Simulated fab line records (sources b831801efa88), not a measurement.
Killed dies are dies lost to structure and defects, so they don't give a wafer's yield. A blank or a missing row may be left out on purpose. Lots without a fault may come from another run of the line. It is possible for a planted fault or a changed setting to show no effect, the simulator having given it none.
fab line records	flow gf180mcu
record lots=24	wafers=72	last_day=34
route steps=602 shown HV_LDD@214 V2@396 M3@423 M4@456 V5@555
lots untouched by any fault: they come from a run of this same line in which no faults occurred
start_h: start of the lot's first displayed wafer, in hours after the record's first day	wait_h: time in hours since the lot's previous step	" as in the row above	L1.1+2: several wafers, shown together as one row	- either no value or no given start	* or withheld: withheld	< > ~ a bound
route shown NAME@n: names a module that has steps shown in the file, with the first one's number in the route	usual: mean and standard deviation over wafers with no fault	same: alike in all rows	chamber/n: place in a boat	sites: each site's reading	_std_site: standard deviation across them	_edge_site: outer sites' mean less inner sites'	radius_mm: how far each site lies from the wafer's centre	mask NAME#n: copy n	behind: the most recent tool/chamber to have shaped the wafer	hold: what put the lot on hold/how long, in hours/how the hold closed	device: the transistor (n, p or np) that didn't switch	end of line: at the end of the route, the tests of the same wafers	step lacking rows: just its recipe	killed: count of dies lost to structure and defects at first sort (not the wafer's yield)	map: a wafer's dies, marking killed ones x, the rest . and places with no die _
set.NAME: the setting the step ran with; set.NAME@STEP: the setting that earlier step ran with	model.NAME: the simulator's own value behind a step, which no gauge read
the route's steps for a sample of lots (tables are steps, rows are wafers)
services: when a tool's chamber went out of use (start_h, in hours from the record's first day, below 0 if earlier), for how many hours, and the reason
## steps
# step GF_HV_LDD_TW_MEAS_38
# usual HV_LDD_3_TW=1427/17
lot.wafer	tool	chamber	start_h	wait_h	HV_LDD_3_TW
L074.4	film_metro-03	-	250.28	0.1	1402
L074.5	"	-	"	"	1397
L074.6	"	-	"	"	1399
L075.2	film_metro-01	-	252.56	0.1	1443
L075.3	"	-	"	"	1444
L075.6	"	-	"	"	1437
L076.1	film_metro-03	-	264.45	0.1	1410
L076.3	"	-	"	"	1411
L076.4	"	-	"	"	1408
L077.1	film_metro-01	-	275.45	0.1	1430
L077.5	"	-	"	"	1432
L077.6	"	-	"	"	1424
L078.1	film_metro-01	-	280.75	0.1	1434
L078.2	"	-	"	"	1442
L078.5	"	-	"	"	1437
L079.1	film_metro-01	-	287.75	0.1	1441
L079.2	"	-	"	"	1433
L079.6	"	-	"	"	1438
L080.1	film_metro-01	-	299.10	0.1	1421
L080.5	"	-	"	"	1426
L080.6	"	-	"	"	1425
L081.1	film_metro-01	-	306.03	0.1	1424
L081.4	"	-	"	"	1429
L081.5	"	-	"	"	1432
L082.1	film_metro-01	-	312.75	0.1	1434
L082.2	"	-	"	"	1442
L082.3	"	-	"	"	1437
L083.1	film_metro-01	-	317.98	0.1	1431
L083.3	"	-	"	"	1430
L083.4	"	-	"	"	1430
L084.2	film_metro-04	-	327.39	0.1	1449
L084.4	"	-	"	"	1436
L084.6	"	-	"	"	1448
L085.4	film_metro-01	-	330.53	0.1	1434
L085.5	"	-	"	"	1434
L085.6	"	-	"	"	1436
L086.3	film_metro-04	-	348.07	0.1	1439
L086.4	"	-	"	"	1446
L086.5	"	-	"	"	1442
L087.3	film_metro-03	-	354.27	0.1	1409
L087.4	"	-	"	"	1413
L087.5	"	-	"	"	1413
L088.2	film_metro-04	-	358.12	0.1	1446
L088.4	"	-	"	"	1438
L088.6	"	-	"	"	1439
L089.3	film_metro-03	-	377.12	0.1	1401
L089.4	"	-	"	"	1395
L089.6	"	-	"	"	1396
L090.2	film_metro-01	-	388.26	0.1	1434
L090.4	"	-	"	"	1442
L090.5	"	-	"	"	1445
L091.3	film_metro-03	-	391.52	0.1	1402
L091.4	"	-	"	"	1399
L091.5	"	-	"	"	1399
L092.1	film_metro-03	-	398.10	0.1	1397
L092.2	"	-	"	"	1396
L092.6	"	-	"	"	1393
L093.2	film_metro-04	-	410.84	0.1	1440
L093.3	"	-	"	"	1444
L093.4	"	-	"	"	1449
L094.4	film_metro-04	-	417.74	0.1	1450
L094.5	"	-	"	"	1448
L094.6	"	-	"	"	1449
L095.3	film_metro-03	-	423.70	0.1	1406
L095.4	"	-	"	"	1402
L095.5	"	-	"	"	1409
L096.1	film_metro-01	-	428.70	0.1	1425
L096.4	"	-	"	"	1423
L096.5	"	-	"	"	1429
L097.2	film_metro-04	-	439.91	0.1	1440
L097.4	"	-	"	"	1443
L097.6	"	-	"	"	1440
# step GF_V2_CD_MEAS_14
# recipe target_cd_nm=260
# usual cd_nm=260.2/1.2
lot.wafer	tool	chamber	start_h	wait_h	cd_nm
L074.4	cd_sem-01	-	455.88	0.1	259.1
L074.5	"	-	"	"	261.2
L074.6	"	-	"	"	261.7
L075.2	cd_sem-01	-	458.51	0.1	261.6
L075.3	"	-	"	"	261.4
L075.6	"	-	"	"	260.4
L076.1	cd_sem-01	-	473.24	0.1	260.2
L076.3	"	-	"	"	259.4
L076.4	"	-	"	"	259.4
L077.1	cd_sem-02	-	485.00	0.1	260.0
L077.5	"	-	"	"	258.1
L077.6	"	-	"	"	258.9
L078.1	cd_sem-01	-	494.94	0.1	259.5
L078.2	"	-	"	"	259.9
L078.5	"	-	"	"	258.6
L079.1	cd_sem-01	-	501.89	0.1	260.4
L079.2	"	-	"	"	259.8
L079.6	"	-	"	"	260.3
L080.1	cd_sem-02	-	515.29	0.1	260.1
L080.5	"	-	"	"	259.9
L080.6	"	-	"	"	261.8
L081.1	cd_sem-01	-	523.49	0.1	260.2
L081.4	"	-	"	"	260.3
L081.5	"	-	"	"	260.9
L082.1	cd_sem-02	-	528.52	0.1	260.0
L082.2	"	-	"	"	260.7
L082.3	"	-	"	"	261.1
L083.1	cd_sem-01	-	537.54	0.1	259.0
L083.3	"	-	"	"	259.6
L083.4	"	-	"	"	260.7
L084.2	cd_sem-02	-	548.71	0.1	262.4
L084.4	"	-	"	"	260.8
L084.6	"	-	"	"	262.1
L085.4	cd_sem-01	-	551.43	0.1	261.4
L085.5	"	-	"	"	261.3
L085.6	"	-	"	"	260.7
L086.3	cd_sem-02	-	570.71	0.1	261.6
L086.4	"	-	"	"	261.7
L086.5	"	-	"	"	261.2
L087.3	cd_sem-02	-	576.28	0.1	260.5
L087.4	"	-	"	"	259.5
L087.5	"	-	"	"	260.2
L088.2	cd_sem-02	-	580.14	0.1	260.6
L088.4	"	-	"	"	261.0
L088.6	"	-	"	"	259.8
L089.3	cd_sem-01	-	599.20	0.2	261.6
L089.4	"	-	"	"	260.4
L089.6	"	-	"	"	262.4
L090.2	cd_sem-01	-	609.01	0.1	258.1
L090.4	"	-	"	"	259.0
L090.5	"	-	"	"	258.2
L091.3	cd_sem-01	-	612.38	0.1	262.8
L091.4	"	-	"	"	262.5
L091.5	"	-	"	"	262.9
L092.1	cd_sem-01	-	618.59	0.1	259.8
L092.2	"	-	"	"	259.0
L092.6	"	-	"	"	260.6
L093.2	cd_sem-01	-	627.74	0.1	259.0
L093.3	"	-	"	"	258.2
L093.4	"	-	"	"	258.6
L094.4	cd_sem-02	-	633.83	0.1	260.9
L094.5	"	-	"	"	262.1
L094.6	"	-	"	"	260.8
L095.3	cd_sem-02	-	641.43	0.1	258.9
L095.4	"	-	"	"	258.8
L095.5	"	-	"	"	259.1
L096.1	cd_sem-01	-	643.84	0.1	258.7
L096.4	"	-	"	"	259.8
L096.5	"	-	"	"	259.9
L097.2	cd_sem-01	-	652.94	0.1	260.9
L097.4	"	-	"	"	260.3
L097.6	"	-	"	"	259.5
# step GF_V2_ETCH_16
# recipe chemistry=N2/H2	target_depth_a=withheld	overetch_a=withheld	time_s=withheld	target=BARC	ion_energy_ev=200	source_w=500	bias_w=100	pressure_mtorr=30	n2_flow_sccm=100	h2_flow_sccm=200
# usual drypump_motor_current_A=5.7/0.44	oes_product_au=0.854/0.0047	throttle_valve_pct=13.225/0.0093
lot.wafer	tool	chamber	start_h	wait_h	drypump_motor_current_A	oes_product_au	throttle_valve_pct
L074.4	rie_diel-01	2	455.98	0.0	5.8	0.854	13.229
L074.5	"	2	"	"	5.8	0.860	13.225
L074.6	"	3	"	"	5.5	0.864	13.219
L075.2	rie_diel-02	2	458.65	0.0	4.9	0.862	13.235
L075.3	"	3	"	"	6.5	0.850	13.232
L075.6	"	1	"	"	5.2	0.853	13.214
L076.1	rie_diel-03	1	473.40	0.0	5.2	0.850	13.235
L076.3	"	0	"	"	6.3	0.843	13.225
L076.4	"	2	"	"	6.0	0.847	13.226
L077.1	rie_diel-03	0	485.15	0.0	6.3	0.857	13.227
L077.5	"	0	"	"	6.3	0.865	13.228
L077.6	"	1	"	"	5.2	0.847	13.232
L078.1	rie_diel-02	2	495.10	0.0	4.9	0.849	13.213
L078.2	"	1	"	"	5.2	0.855	13.237
L078.5	"	2	"	"	4.9	0.868	13.214
L079.1	rie_diel-01	2	502.05	0.0	5.8	0.853	13.198
L079.2	"	0	"	"	5.8	0.845	13.222
L079.6	"	2	"	"	5.8	0.861	13.221
L080.1	rie_diel-01	2	515.45	0.0	5.8	0.855	13.217
L080.5	"	1	"	"	5.5	0.853	13.219
L080.6	"	2	"	"	5.8	0.858	13.229
L081.1	rie_diel-01	2	523.65	0.0	5.8	0.853	13.223
L081.4	"	0	"	"	5.8	0.858	13.202
L081.5	"	2	"	"	5.8	0.855	13.240
L082.1	rie_diel-02	0	528.68	0.0	6.4	0.852	13.212
L082.2	"	2	"	"	4.9	0.854	13.223
L082.3	"	1	"	"	5.3	0.843	13.231
L083.1	rie_diel-01	0	537.70	0.0	5.8	0.856	13.227
L083.3	"	2	"	"	5.8	0.854	13.244
L083.4	"	1	"	"	5.5	0.853	13.220
L084.2	rie_diel-03	2	548.85	0.0	6.0	0.859	13.220
L084.4	"	3	"	"	5.4	0.848	13.218
L084.6	"	2	"	"	6.0	0.852	13.238
L085.4	rie_diel-03	1	551.53	0.0	5.2	0.862	13.240
L085.5	"	0	"	"	6.3	0.853	13.223
L085.6	"	3	"	"	5.4	0.858	13.222
L086.3	rie_diel-02	0	570.83	0.0	6.4	0.854	13.234
L086.4	"	2	"	"	4.9	0.866	13.229
L086.5	"	2	"	"	4.9	0.865	13.216
L087.3	rie_diel-03	1	576.40	0.0	5.2	0.848	13.229
L087.4	"	3	"	"	5.4	0.852	13.212
L087.5	"	1	"	"	5.2	0.860	13.207
L088.2	rie_diel-03	2	580.28	0.0	6.0	0.851	13.238
L088.4	"	1	"	"	5.2	0.857	13.239
L088.6	"	2	"	"	6.0	0.845	13.224
L089.3	rie_diel-01	1	599.32	0.0	5.6	0.856	13.239
L089.4	"	2	"	"	5.8	0.853	13.218
L089.6	"	1	"	"	5.5	0.854	13.237
L090.2	rie_diel-01	0	609.15	0.0	5.8	0.859	13.223
L090.4	"	1	"	"	5.5	0.857	13.223
L090.5	"	2	"	"	5.8	0.845	13.232
L091.3	rie_diel-02	1	612.50	0.0	5.3	0.854	13.217
L091.4	"	0	"	"	6.4	0.853	13.219
L091.5	"	3	"	"	6.5	0.853	13.220
L092.1	rie_diel-01	0	618.75	0.0	5.8	0.855	13.221
L092.2	"	1	"	"	5.5	0.853	13.245
L092.6	"	0	"	"	5.8	0.858	13.247
L093.2	rie_diel-02	0	627.88	0.0	6.3	0.853	13.210
L093.3	"	2	"	"	4.9	0.857	13.216
L093.4	"	1	"	"	5.2	0.857	13.233
L094.4	rie_diel-03	1	633.93	0.0	5.2	0.856	13.236
L094.5	"	0	"	"	6.3	0.855	13.225
L094.6	"	1	"	"	5.2	0.852	13.213
L095.3	rie_diel-01	0	641.55	0.0	5.8	0.854	13.239
L095.4	"	2	"	"	5.8	0.857	13.226
L095.5	"	1	"	"	5.5	0.858	13.236
L096.1	rie_diel-01	0	644.00	0.0	5.8	0.852	13.219
L096.4	"	1	"	"	5.5	0.849	13.223
L096.5	"	1	"	"	5.5	0.852	13.224
L097.2	rie_diel-01	3	653.08	0.0	5.4	0.853	13.237
L097.4	"	2	"	"	5.8	0.851	13.228
L097.6	"	1	"	"	5.5	0.854	13.213
# step GF_M3_CD_MEAS_14
# recipe target_cd_nm=280
# usual cd_nm=279.6/1
lot.wafer	tool	chamber	start_h	wait_h	cd_nm
L074.4	cd_sem-02	-	481.63	0.1	279.8
L074.5	"	-	"	"	279.4
L074.6	"	-	"	"	279.5
L075.2	cd_sem-02	-	483.94	0.1	280.1
L075.3	"	-	"	"	279.5
L075.6	"	-	"	"	279.1
L076.1	cd_sem-01	-	499.44	0.1	280.2
L076.3	"	-	"	"	280.6
L076.4	"	-	"	"	280.6
L077.1	cd_sem-01	-	510.64	0.1	280.3
L077.5	"	-	"	"	280.0
L077.6	"	-	"	"	281.6
L078.1	cd_sem-01	-	520.72	0.1	279.0
L078.2	"	-	"	"	278.8
L078.5	"	-	"	"	279.8
L079.1	cd_sem-01	-	527.36	0.2	280.3
L079.2	"	-	"	"	280.8
L079.6	"	-	"	"	281.0
L080.1	cd_sem-01	-	540.57	0.1	280.7
L080.5	"	-	"	"	280.6
L080.6	"	-	"	"	279.8
L081.1	cd_sem-02	-	548.34	0.1	280.7
L081.4	"	-	"	"	279.7
L081.5	"	-	"	"	280.6
L082.1	cd_sem-02	-	553.09	0.1	278.3
L082.2	"	-	"	"	278.7
L082.3	"	-	"	"	278.4
L083.1	cd_sem-01	-	561.22	0.1	277.5
L083.3	"	-	"	"	278.6
L083.4	"	-	"	"	279.1
L084.2	cd_sem-01	-	572.79	0.1	279.0
L084.4	"	-	"	"	280.6
L084.6	"	-	"	"	278.9
L085.4	cd_sem-01	-	575.19	0.1	278.7
L085.5	"	-	"	"	278.9
L085.6	"	-	"	"	278.4
L086.3	cd_sem-02	-	594.46	0.1	280.1
L086.4	"	-	"	"	279.9
L086.5	"	-	"	"	280.0
L087.3	cd_sem-01	-	599.99	0.2	279.3
L087.4	"	-	"	"	279.7
L087.5	"	-	"	"	278.8
L088.2	cd_sem-01	-	603.60	0.1	278.4
L088.4	"	-	"	"	277.3
L088.6	"	-	"	"	279.0
L089.3	cd_sem-02	-	621.68	0.1	279.8
L089.4	"	-	"	"	279.2
L089.6	"	-	"	"	280.3
L090.2	cd_sem-02	-	630.99	0.1	280.0
L090.4	"	-	"	"	281.8
L090.5	"	-	"	"	281.7
L091.3	cd_sem-01	-	634.93	0.1	279.3
L091.4	"	-	"	"	280.8
L091.5	"	-	"	"	280.2
L092.1	cd_sem-01	-	640.32	0.1	279.2
L092.2	"	-	"	"	278.6
L092.6	"	-	"	"	278.2
L093.2	cd_sem-01	-	649.66	0.2	279.4
L093.3	"	-	"	"	280.5
L093.4	"	-	"	"	280.3
L094.4	cd_sem-01	-	655.60	0.1	281.6
L094.5	"	-	"	"	280.6
L094.6	"	-	"	"	279.4
L095.3	cd_sem-01	-	662.42	0.1	278.6
L095.4	"	-	"	"	279.6
L095.5	"	-	"	"	278.8
L096.1	cd_sem-02	-	665.54	0.1	279.8
L096.4	"	-	"	"	280.8
L096.5	"	-	"	"	280.1
L097.2	cd_sem-01	-	675.93	0.2	279.5
L097.4	"	-	"	"	279.1
L097.6	"	-	"	"	280.6
# step GF_M4_SPUTTER_00
# recipe material=Ti	target_thk_nm=37.5	arriving_ion_energy_ev=80	substrate_temp_c=200	chamber_pressure_pa=2	power_w=4000	time_s=150
# usual throttle_valve_pct=30.5/1.3
# same time_s=150
lot.wafer	tool	chamber	start_h	wait_h	throttle_valve_pct
L074.4	pvd_sputter-01	-	508.78	0.1	31.8
L074.5	"	-	"	"	30.7
L074.6	"	-	"	"	30.0
L075.2	pvd_sputter-04	-	510.35	0.2	30.1
L075.3	"	-	"	"	29.4
L075.6	"	-	"	"	29.4
L076.1	pvd_sputter-01	-	526.82	0.2	31.6
L076.3	"	-	"	"	30.8
L076.4	"	-	"	"	30.4
L077.1	pvd_sputter-01	-	537.01	0.1	30.6
L077.5	"	-	"	"	31.8
L077.6	"	-	"	"	33.0
L078.1	pvd_sputter-04	-	546.91	0.1	29.4
L078.2	"	-	"	"	28.6
L078.5	"	-	"	"	29.2
L079.1	pvd_sputter-03	-	553.45	0.1	29.7
L079.2	"	-	"	"	30.5
L079.6	"	-	"	"	30.5
L080.1	pvd_sputter-04	-	565.55	0.2	29.2
L080.5	"	-	"	"	30.1
L080.6	"	-	"	"	30.6
L081.1	pvd_sputter-04	-	573.14	0.1	28.6
L081.4	"	-	"	"	30.0
L081.5	"	-	"	"	28.5
L082.1	pvd_sputter-01	-	578.80	0.1	32.9
L082.2	"	-	"	"	30.7
L082.3	"	-	"	"	30.6
L083.1	pvd_sputter-01	-	585.75	0.2	32.8
L083.3	"	-	"	"	30.5
L083.4	"	-	"	"	31.8
L084.2	pvd_sputter-03	-	597.42	0.1	28.2
L084.4	"	-	"	"	30.5
L084.6	"	-	"	"	32.4
L085.4	pvd_sputter-03	-	600.59	0.2	28.2
L085.5	"	-	"	"	32.5
L085.6	"	-	"	"	28.1
L086.3	pvd_sputter-01	-	618.84	0.1	32.6
L086.4	"	-	"	"	31.5
L086.5	"	-	"	"	30.8
L087.3	pvd_sputter-03	-	623.53	0.2	32.2
L087.4	"	-	"	"	30.6
L087.5	"	-	"	"	29.7
L088.2	pvd_sputter-01	-	627.00	0.1	31.7
L088.4	"	-	"	"	30.1
L088.6	"	-	"	"	30.8
L089.3	pvd_sputter-03	-	644.94	0.1	30.5
L089.4	"	-	"	"	29.5
L089.6	"	-	"	"	32.2
L090.2	pvd_sputter-03	-	653.55	0.1	32.5
L090.4	"	-	"	"	28.3
L090.5	"	-	"	"	30.5
L091.3	pvd_sputter-03	-	657.68	0.2	30.3
L091.4	"	-	"	"	32.2
L091.5	"	-	"	"	27.9
L092.1	pvd_sputter-01	-	663.58	0.1	31.6
L092.2	"	-	"	"	30.5
L092.6	"	-	"	"	31.9
L093.2	pvd_sputter-03	-	672.15	0.2	28.3
L093.3	"	-	"	"	32.2
L093.4	"	-	"	"	29.5
L094.4	pvd_sputter-04	-	678.36	0.1	29.6
L094.5	"	-	"	"	28.5
L094.6	"	-	"	"	29.4
L095.3	pvd_sputter-01	-	683.74	0.1	30.9
L095.4	"	-	"	"	31.7
L095.5	"	-	"	"	32.9
L096.1	pvd_sputter-01	-	686.45	0.1	32.5
L096.4	"	-	"	"	31.0
L096.5	"	-	"	"	32.6
L097.2	pvd_sputter-03	-	696.98	0.1	32.1
L097.4	"	-	"	"	30.6
L097.6	"	-	"	"	32.2
# step GF_V5_OVL_MEAS_15
# usual V5_OVL=0/5.8
lot.wafer	tool	chamber	start_h	wait_h	V5_OVL[nm]
L074.4	overlay-02	-	624.67	0.1	1
L074.5	"	-	"	"	-1
L074.6	"	-	"	"	2
L075.2	overlay-02	-	626.77	0.1	2
L075.3	"	-	"	"	-3
L075.6	"	-	"	"	2
L076.1	overlay-01	-	640.56	0.1	3
L076.3	"	-	"	"	-1
L076.4	"	-	"	"	0
L077.1	overlay-01	-	649.34	0.1	3
L077.5	"	-	"	"	-2
L077.6	"	-	"	"	-6
L078.1	overlay-02	-	657.90	0.1	-1
L078.2	"	-	"	"	-10
L078.5	"	-	"	"	-5
L079.1	overlay-01	-	663.50	0.1	-1
L079.2	"	-	"	"	-1
L079.6	"	-	"	"	6
L080.1	overlay-02	-	675.96	0.1	-1
L080.5	"	-	"	"	-7
L080.6	"	-	"	"	6
L081.1	overlay-01	-	679.11	0.1	-5
L081.4	"	-	"	"	3
L081.5	"	-	"	"	-3
L082.1	overlay-01	-	688.55	0.1	-9
L082.2	"	-	"	"	-6
L082.3	"	-	"	"	-15
L083.1	overlay-02	-	690.44	0.1	6
L083.3	"	-	"	"	4
L083.4	"	-	"	"	7
L084.2	overlay-02	-	701.02	0.1	1
L084.4	"	-	"	"	4
L084.6	"	-	"	"	6
L085.4	overlay-01	-	704.07	0.1	4
L085.5	"	-	"	"	6
L085.6	"	-	"	"	8
L086.3	overlay-01	-	720.42	0.1	-10
L086.4	"	-	"	"	-7
L086.5	"	-	"	"	-8
L087.3	overlay-01	-	724.36	0.1	-5
L087.4	"	-	"	"	0
L087.5	"	-	"	"	4
L088.2	overlay-02	-	726.54	0.1	-8
L088.4	"	-	"	"	1
L088.6	"	-	"	"	-11
L089.3	overlay-01	-	741.56	0.1	1
L089.4	"	-	"	"	4
L089.6	"	-	"	"	12
L090.2	overlay-02	-	752.94	0.1	-2
L090.4	"	-	"	"	-5
L090.5	"	-	"	"	8
L091.3	overlay-02	-	757.46	0.1	8
L091.4	"	-	"	"	12
L091.5	"	-	"	"	12
L092.1	overlay-01	-	757.69	0.1	-13
L092.2	"	-	"	"	-14
L092.6	"	-	"	"	-10
L093.2	overlay-01	-	765.46	0.1	-1
L093.3	"	-	"	"	-1
L093.4	"	-	"	"	-11
L094.4	overlay-02	-	771.16	0.1	-6
L094.5	"	-	"	"	-3
L094.6	"	-	"	"	2
L095.3	overlay-01	-	774.51	0.1	3
L095.4	"	-	"	"	-1
L095.5	"	-	"	"	0
L096.1	overlay-02	-	776.86	0.1	14
L096.4	"	-	"	"	8
L096.5	"	-	"	"	2
L097.2	overlay-02	-	785.36	0.1	1
L097.4	"	-	"	"	7
L097.6	"	-	"	"	2
## services
tool	chamber	start_h	hours	kind
rie_diel-01	1	435.97	8.4	repair
rie_diel-02	3	437.04	5.2	repair
rie_diel-01	0	461.42	1.9	repair
rie_diel-02	-	473.14	0.2	repair
rie_diel-01	3	482.97	132.0	repair
rie_diel-02	3	484.96	-	clean
rie_diel-02	3	484.96	13.9	scheduled_down
rie_diel-02	3	484.96	13.9	vent_cycle
rie_diel-03	0	488.58	5.2	repair
rie_diel-01	2	490.33	3.8	repair
pvd_sputter-01	-	499.30	3.4	repair
rie_diel-01	1	500.20	2.1	repair
pvd_sputter-03	1	547.55	-	consumable_replace:kit
pvd_sputter-03	1	547.55	18.0	scheduled_down
pvd_sputter-03	1	547.55	18.0	vent_cycle
rie_diel-01	-	560.15	28.1	pm
pvd_sputter-01	-	571.27	7.4	repair
pvd_sputter-04	-	583.84	14.3	repair
pvd_sputter-03	-	629.16	1.8	repair
pvd_sputter-03	-	634.48	7.4	repair
rie_diel-02	-	641.27	2.8	pm
pvd_sputter-03	0	672.37	-	consumable_replace:kit
pvd_sputter-03	0	672.37	18.0	scheduled_down
pvd_sputter-03	0	672.37	18.0	vent_cycle
## key
fault none
